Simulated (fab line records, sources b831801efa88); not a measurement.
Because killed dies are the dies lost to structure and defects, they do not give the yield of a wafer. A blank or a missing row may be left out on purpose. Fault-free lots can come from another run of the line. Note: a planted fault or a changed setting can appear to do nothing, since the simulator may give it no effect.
The tool behind it: which one? + flow sky130 + 11 lots with 33 wafers sampled at 6 steps, on a route of 708 steps

== WHAT THE GAUGES SHOWED, per wafer ==
SKY_PWDE_TW_MEAS_10. Usual: PWDE_TW 375.6, standard deviation 2.1.
| lot  | measured    | on            | PWDE_TW           | flag |
|------|-------------|---------------|-------------------|------|
| L773 | day 4 04:07 | film_metro-01 | 377.6 374.3 378.8 |      |
| L774 | day 4 06:54 | film_metro-01 | 375.8 374.4 374.1 |      |
| L775 | day 4 11:18 | film_metro-04 | 372.5 373.2 374.0 |      |
| L776 | day 4 17:46 | film_metro-04 | 377.2 375.9 373.5 |      |
| L778 | day 5 07:39 | film_metro-02 | 374.7 375.6 373.9 |      |
| L781 | day 5 22:32 | film_metro-04 | 376.2 377.4 376.6 |      |
| L786 | day 7 03:44 | film_metro-01 | 379.8 379.6 378.5 |      |
| L788 | day 7 14:43 | film_metro-01 | 378.1 376.5 378.8 |      |
| L789 | day 8 00:24 | film_metro-04 | 374.5 372.0 374.6 |      |
| L792 | day 8 12:17 | film_metro-02 | 373.9 372.5 375.3 |      |
| L794 | day 9 01:48 | film_metro-04 | 377.7 374.4 374.1 |      |

SKY_NWELL_TW_MEAS_26. Usual: NWELL_2_TW 498.1, standard deviation 2.9.
| lot  | measured     | on            | NWELL_2_TW                          | flag |
|------|--------------|---------------|-------------------------------------|------|
| L773 | day 5 14:49  | film_metro-02 | 499.0 498.5 495.7                   |      |
| L774 | day 5 18:26  | film_metro-01 | 502.3 504.2 502.1                   |      |
| L775 | day 5 22:57  | film_metro-02 | 494.9 495.4 494.5                   |      |
| L776 | day 6 07:19  | film_metro-01 | 499.0 498.2 498.1                   |      |
| L778 | day 6 21:18  | film_metro-02 | 495.3 493.8 498.1                   |      |
| L781 | day 7 13:37  | film_metro-02 | 500.5 495.4 497.8                   |      |
| L786 | day 8 21:08  | film_metro-04 | 496.3 498.8 496.2                   |      |
| L788 | day 9 08:38  | film_metro-02 | 497.6 856.3 496.3 497.6 852.5 497.4 | OFF  |
| L789 | day 9 18:09  | film_metro-02 | 858.7 855.3 494.3 860.8 857.7 492.7 | OFF  |
| L792 | day 10 08:09 | film_metro-01 | 501.6 501.4 497.3                   |      |
| L794 | day 10 21:50 | film_metro-01 | 498.5 498.5 497.3                   |      |

SKY_NWELL_RS_MEAS_31: measurement is done with a four-point probe. Usual: PWDE_RS 5278 ohm/sq, standard deviation 17.
| lot  | measured     | on            | PWDE_RS (ohm/sq) | flag |
|------|--------------|---------------|------------------|------|
| L773 | day 5 15:21  | film_metro-01 | 5274 5290 5274   |      |
| L774 | day 5 19:07  | film_metro-01 | 5273 5288 5274   |      |
| L775 | day 5 23:24  | film_metro-02 | 5289 5291 5283   |      |
| L776 | day 6 07:46  | film_metro-01 | 5275 5289 5281   |      |
| L778 | day 6 21:45  | film_metro-01 | 5272 5274 5270   |      |
| L781 | day 7 14:04  | film_metro-04 | 5275 5279 5286   |      |
| L786 | day 8 21:35  | film_metro-01 | 5279 5279 5280   |      |
| L788 | day 9 14:08  | film_metro-01 | 5269 5278 5274   |      |
| L789 | day 9 21:21  | film_metro-01 | 5291 5295 5304   |      |
| L792 | day 10 08:36 | film_metro-02 | 5233 5262 5248   |      |
| L794 | day 10 22:17 | film_metro-02 | 5241 5269 5250   |      |

== WHAT TOOL EACH LOT RAN ON (gives the tool, then ch and the chambers of the sampled wafers, and finally the start) ==
| lot  | SKY_FIELD_ISO_ETCH_15             | SKY_NWELL_COAT_05                | SKY_NWELL_STRIP_14                  |
|------|-----------------------------------|----------------------------------|-------------------------------------|
| L773 | rie_diel-04 ch 0,2,3, day 2 12:01 | litho_track-01 ch 0, day 4 12:25 | plasma_asher-04 ch 0,1, day 4 20:56 |
| L774 | rie_diel-03 ch 0,2, day 2 16:22   | litho_track-01 ch 0, day 4 14:41 | plasma_asher-03 ch 0,1, day 5 00:33 |
| L775 | rie_diel-02 ch 1,2,3, day 2 19:40 | litho_track-04 ch 0, day 4 19:16 | plasma_asher-04 ch 0, day 5 04:54   |
| L776 | rie_diel-03 ch 0,1, day 3 02:49   | litho_track-01 ch 0, day 5 02:31 | plasma_asher-02 ch 0,1, day 5 12:33 |
| L778 | rie_diel-04 ch 1,2, day 3 12:07   | litho_track-02 ch 0, day 5 16:07 | plasma_asher-04 ch 0,1, day 6 01:57 |
| L781 | rie_diel-04 ch 0,1,3, day 4 03:43 | litho_track-01 ch 0, day 6 07:10 | plasma_asher-04 ch 0,1, day 6 17:17 |
| L786 | rie_diel-04 ch 0,1,3, day 5 06:04 | litho_track-04 ch 0, day 7 13:25 | plasma_asher-02 ch 0,1, day 8 00:24 |
| L788 | rie_diel-04 ch 2,3, day 5 16:25   | litho_track-01 ch 0, day 8 00:40 | plasma_asher-03 ch 0,1, day 8 11:34 |
| L789 | rie_diel-03 ch 1,2,3, day 5 21:16 | litho_track-01 ch 0, day 8 10:02 | plasma_asher-04 ch 0,1, day 8 21:03 |
| L792 | rie_diel-02 ch 0,1,2, day 6 12:49 | litho_track-04 ch 0, day 8 22:28 | plasma_asher-04 ch 0,1, day 9 09:48 |
| L794 | rie_diel-04 ch 1,2,3, day 7 02:01 | litho_track-04 ch 0, day 9 11:55 | plasma_asher-04 ch 0,1, day 9 22:51 |
- SKY_FIELD_ISO_ETCH_15: etches the open film in CHF3/O2, stops on Si, target depth 180 nm, time 72 s.
- SKY_NWELL_COAT_05: resist thk 3000 nm.
- SKY_NWELL_STRIP_14: strips in O2/N2.

== AS READ BY THE TOOLS THEMSELVES (means over the sampled wafers that have a number; for cases with no such wafer, the mark the record gives instead) ==
SKY_FIELD_ISO_ETCH_15. Usual: bias_w 200.1 W, standard deviation 0.61; chf3_flow_sccm 50.00 sccm, standard deviation 0.14; drypump_motor_current_A 5.6 A, standard deviation 0.46; oes_product_au 0.944 a.u., standard deviation 0.0067; throttle_valve_pct 8.844 %, standard deviation 0.0085.
| lot  | tool        | bias_w (W) | chf3_flow_sccm (sccm) | drypump_motor_current_A (A) | oes_product_au (a.u.) | throttle_valve_pct (%) | flag |
|------|-------------|------------|-----------------------|-----------------------------|-----------------------|------------------------|------|
| L773 | rie_diel-04 | 199.8      | 50.16                 | 5.6                         | 0.940                 | 8.850                  |      |
| L774 | rie_diel-03 | 200.0      | 49.87                 | 5.9                         | 0.950                 | 8.842                  |      |
| L775 | rie_diel-02 | 200.6      | 49.97                 | 5.2                         | 0.941                 | 8.844                  |      |
| L776 | rie_diel-03 | 200.6      | 49.95                 | 6.2                         | 0.936                 | 8.845                  |      |
| L778 | rie_diel-04 | 200.0      | 50.21                 | 5.9                         | 0.946                 | 8.842                  |      |
| L781 | rie_diel-04 | 199.9      | 49.95                 | 5.5                         | 0.941                 | 8.843                  |      |
| L786 | rie_diel-04 | 199.7      | 49.98                 | 5.5                         | 0.950                 | 8.844                  |      |
| L788 | rie_diel-04 | 200.4      | 50.22                 | 5.8                         | 0.940                 | 8.839                  |      |
| L789 | rie_diel-03 | 200.4      | 50.14                 | 5.8                         | 0.949                 | 8.838                  |      |
| L792 | rie_diel-02 | 200.0      | 49.95                 | 5.4                         | 0.939                 | 8.845                  |      |
| L794 | rie_diel-04 | 201.0      | 49.96                 | 5.9                         | 0.939                 | 8.835                  |      |

SKY_NWELL_COAT_05. Usual: resist_line_temp_C reads 22.99 C (standard deviation 0.094).
| lot  | tool           | resist_line_temp_C (C) | flag |
|------|----------------|------------------------|------|
| L773 | litho_track-01 | 22.88                  |      |
| L774 | litho_track-01 | 23.10                  |      |
| L775 | litho_track-04 | 22.98                  |      |
| L776 | litho_track-01 | 22.97                  |      |
| L778 | litho_track-02 | 23.05                  |      |
| L781 | litho_track-01 | 23.09                  |      |
| L786 | litho_track-04 | 23.14                  |      |
| L788 | litho_track-01 | 22.77                  |      |
| L789 | litho_track-01 | 23.01                  |      |
| L792 | litho_track-04 | 23.06                  |      |
| L794 | litho_track-04 | 22.95                  |      |

SKY_NWELL_STRIP_14. Usual: drypump_motor_current_A 6.20 A, standard deviation 0.23; n2_flow_sccm 299.9 sccm, standard deviation 0.87; oes_product_au 0.723 a.u., standard deviation 0.0051; strip_time_to_endpoint_s 36.91 s, standard deviation 0.11.
| lot  | tool            | drypump_motor_current_A (A) | n2_flow_sccm (sccm) | oes_product_au (a.u.) | strip_time_to_endpoint_s (s) | flag |
|------|-----------------|-----------------------------|---------------------|-----------------------|------------------------------|------|
| L773 | plasma_asher-04 | 6.33                        | 300.1               | 0.729                 | 36.95                        |      |
| L774 | plasma_asher-03 | 6.03                        | 300.1               | 0.726                 | 36.93                        |      |
| L775 | plasma_asher-04 | 6.35                        | 299.9               | 0.727                 | 36.90                        |      |
| L776 | plasma_asher-02 | 6.29                        | 300.1               | 0.725                 | 36.95                        |      |
| L778 | plasma_asher-04 | 6.26                        | 300.3               | 0.728                 | 36.87                        |      |
| L781 | plasma_asher-04 | 6.28                        | 300.5               | 0.726                 | 36.77                        |      |
| L786 | plasma_asher-02 | 6.02                        | 299.6               | 0.721                 | 36.86                        |      |
| L788 | plasma_asher-03 | 6.04                        | 299.5               | 0.715                 | 28.31                        | OFF  |
| L789 | plasma_asher-04 | 6.28                        | 300.1               | 0.699                 | 19.75                        | OFF  |
| L792 | plasma_asher-04 | 6.31                        | 300.2               | 0.724                 | 36.65                        |      |
| L794 | plasma_asher-04 | 6.32                        | 300.4               | 0.723                 | 36.89                        |      |

== THE ANSWER, worked out from the rows above alone ==
Rule: a lot counts as off when the mean over its wafers that have a number is more than 3 standard deviations away from the usual mean. Also off: a lot with no number at a reading for which 4 or more lots have one. The other lots that the step has rows for count as sound. After the gauges, taken in route order, come the tools' own readings; for these a lot's mean is taken, as printed above. The first step at which some lot is off is used, and at that step the reading that is off furthest; a lot without a number counts as furthest.
Off: at SKY_NWELL_TW_MEAS_26 (NWELL_2_TW), L788, L789.
If a tool, at a process step before that reading, ran all the lots that are off and no sound lot after the first of them, it fits. Not tried: the gauges at SKY_NWELL_TW_MEAS_26; whatever is off there is also off at SKY_NWELL_STRIP_14, on other tools, and gauge error can't account for it. One fits: litho_track-01 at SKY_NWELL_COAT_05. A fault onset in the window from L781 (day 6 07:10, its last sound lot) to L788 (day 8 00:40, its first lot off) fits.

== WHAT THE SIMULATOR HAD INSERTED ==
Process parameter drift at SKY_NWELL_COAT_05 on litho_track-01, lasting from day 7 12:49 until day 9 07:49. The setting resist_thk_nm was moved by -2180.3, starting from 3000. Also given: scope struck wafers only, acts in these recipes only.
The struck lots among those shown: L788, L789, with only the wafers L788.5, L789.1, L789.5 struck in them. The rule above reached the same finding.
